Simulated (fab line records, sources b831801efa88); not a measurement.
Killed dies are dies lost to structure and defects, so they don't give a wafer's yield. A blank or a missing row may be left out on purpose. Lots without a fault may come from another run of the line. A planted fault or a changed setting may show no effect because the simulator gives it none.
One fault seen from 2 desks | flow sky130 | each desk has only its own numbers; what lay behind them comes last

THE METROLOGY DESK
What the gauges read, lot by lot, whatever tool the lot ran on: means of the sampled wafers that have a number. A lot is out of limits, marked OUT, if its mean lies more than 4 standard deviations from the usual mean; the brackets give that distance.
Columns: A = VT_ADJUST_HVTR_OVL at SKY_VT_ADJUST_HVTR_OVL_MEAS_08, usual -0.2 nm; B = SONOS_ONO_OVL at SKY_SONOS_ONO_OVL_MEAS_14, usual 0.2 nm
lot  | first seen here | A    | B
L990 | day 9 05:17     | 0.4  | 0.3
L991 | day 9 15:54     | 0.5  | 1.2
L992 | day 10 02:42    | -0.4 | -1.2
L994 | day 10 16:23    | -3.4 | -0.6
L995 | day 11 01:01    | -0.3 | -0.9
L996 | day 11 03:28    | 0.6  | 2.4
L997 | day 11 09:54    | -0.6 | -0.3
L101 | day 13 01:20    | -0.7 | -1.1
L104 | day 13 19:17    | 0.9  | 1.6
L106 | day 14 05:10    | 1.4  | -0.3
L108 | day 14 19:01    | -1.4 | -0.9
L110 | day 15 09:40    | -1.9 | -0.6
L113 | day 16 14:03    | 0.2  | -1.4
This desk's finding: nothing out of limits on any of the 13 lots.

THE TOOL OWNER'S DESK: rie_diel-02
The tool's own readings at SKY_SONOS_ONO_ETCH_15 (etches the open film in CHF3/O2, target depth 19.52 nm, time 7.8 s): means of the sampled wafers that have a number, for each lot that ran on this tool. A lot is out of limits, marked OUT, if its mean lies more than 4 standard deviations from the usual mean; the brackets give that distance.
Columns: A = drypump_motor_current_A at SKY_SONOS_ONO_ETCH_15, usual 5.6 A; B = oes_product_au at SKY_SONOS_ONO_ETCH_15, usual 1.002 a.u.; C = throttle_valve_pct at SKY_SONOS_ONO_ETCH_15, usual 8.824 %
lot  | first seen here | A   | B               | C
L991 | day 12 21:08    | 5.4 | 0.998           | 8.822
L994 | day 13 23:41    | 5.6 | 1.012           | 8.825
L996 | day 14 10:38    | 5.8 | 1.009           | 8.816
L104 | day 17 11:44    | 5.8 | 0.904 (-13) OUT | 8.805
L106 | day 17 22:17    | 5.5 | 0.906 (-13) OUT | 8.797
L113 | day 20 14:02    | 5.8 | 1.004           | 8.832
This desk's finding: out of limits on L104, L106; first on L104, day 17 11:44 (oes_product_au at SKY_SONOS_ONO_ETCH_15). In limits: L991, L994, L996, L113.

PUT TOGETHER
The tool owner's desk could have raised an alarm at day 17 11:44, on L104, L106.
The metrology desk saw nothing out of limits.
The metrology desk has L104, L106 on record, within its limits.
Of the lots named, all ran SKY_SONOS_ONO_ETCH_15 on rie_diel-02.

WHAT THE SIMULATOR HAD PUT IN
Process parameter drift: rie_diel-02, from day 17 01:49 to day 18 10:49, at SKY_SONOS_ONO_ETCH_15. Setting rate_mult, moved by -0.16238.
Lots struck among those shown: L104, L106.
Hours from the fault's start to each desk's first reading out of limits: the tool owner's desk, 10.
